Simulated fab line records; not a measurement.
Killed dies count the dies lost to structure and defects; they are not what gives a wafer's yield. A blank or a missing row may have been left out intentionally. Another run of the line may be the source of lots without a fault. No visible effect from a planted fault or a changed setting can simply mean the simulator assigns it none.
A single fault, viewed from 2 desks -- flow gf180mcu -- each desk holds nothing but its own numbers, with what lay behind them at the end

AT THE METROLOGY DESK
What the gauges read for every lot (on any tool): the sampled wafers with a number, averaged. The brackets show how far a lot's mean lies from the usual mean; more than 4 standard deviations puts the lot out of limits, marked OUT.
Columns: A = V1_CVD_00_THK at GF_V1_THK_MEAS_01, usual 609 nm; B = V1_BOW at GF_V1_BOW_MEAS_05, usual 84 um
lot,first seen here,A,B
L245,day 17 12:50,600,89
L244,day 17 17:01,596,75
L247,day 18 09:32,601,90
L248,day 18 11:34,599,85
L252,day 19 23:55,613,87
L253,day 20 08:01,609,82
L259,day 22 16:53,613,80
L261,day 24 01:13,608,91
L262,day 24 11:16,608,88
L263,day 24 11:18,615,89
L265,day 24 22:40,609,82
L264,day 25 05:52,611,84
L266,day 25 11:28,608,93
This desk's finding: nothing out of limits on any of the 13 lots.

TOOL OWNER'S DESK, pvd_sputter-01
At GF_M1_SPUTTER_04 (material TiN, target thk 50 nm, time 41.7 s) the tool's own readings: per lot run on this tool, the mean of the sampled wafers that have a number. The brackets show how far a lot's mean lies from the usual mean; more than 4 standard deviations puts the lot out of limits, marked OUT.
Columns: A = chamber_pressure_pa at GF_M1_SPUTTER_04, usual 0.4000 Pa; B = throttle_valve_pct at GF_M1_SPUTTER_04, usual 30.4 %
lot,first seen here,A,B
L248,day 17 11:31,0.3995,31.1
L252,day 18 23:10,0.3008 (-99 or more) OUT,36.6 (+4.2) OUT
L253,day 19 07:50,0.3026 (-99 or more) OUT,36.8 (+4.3) OUT
L259,day 21 17:04,0.4002,32.1
L266,day 24 13:34,0.3993,31.6
This desk finds L252, L253 out of limits, L252 being first, at day 18 23:10 (chamber_pressure_pa at GF_M1_SPUTTER_04). L248, L259, L266 stayed within limits.

ALL TOGETHER
At day 18 23:10, on L252, L253, the tool owner's desk was in a position to raise an alarm.
Metrology desk: nothing out of limits seen.
The metrology desk holds a record of L252, L253, inside its limits.
GF_M1_SPUTTER_04 was run on pvd_sputter-01 by each of the lots named.

WHAT WAS PUT IN BY THE SIMULATOR
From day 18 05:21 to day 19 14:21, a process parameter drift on pvd_sputter-01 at GF_M1_SPUTTER_04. Setting chamber_pressure_pa shifted by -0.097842 from 0.4. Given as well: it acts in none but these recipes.
Struck lots among those shown: L252, L253.
Delay in hours, fault start to first out-of-limits reading, by desk: the tool owner's desk at 18.
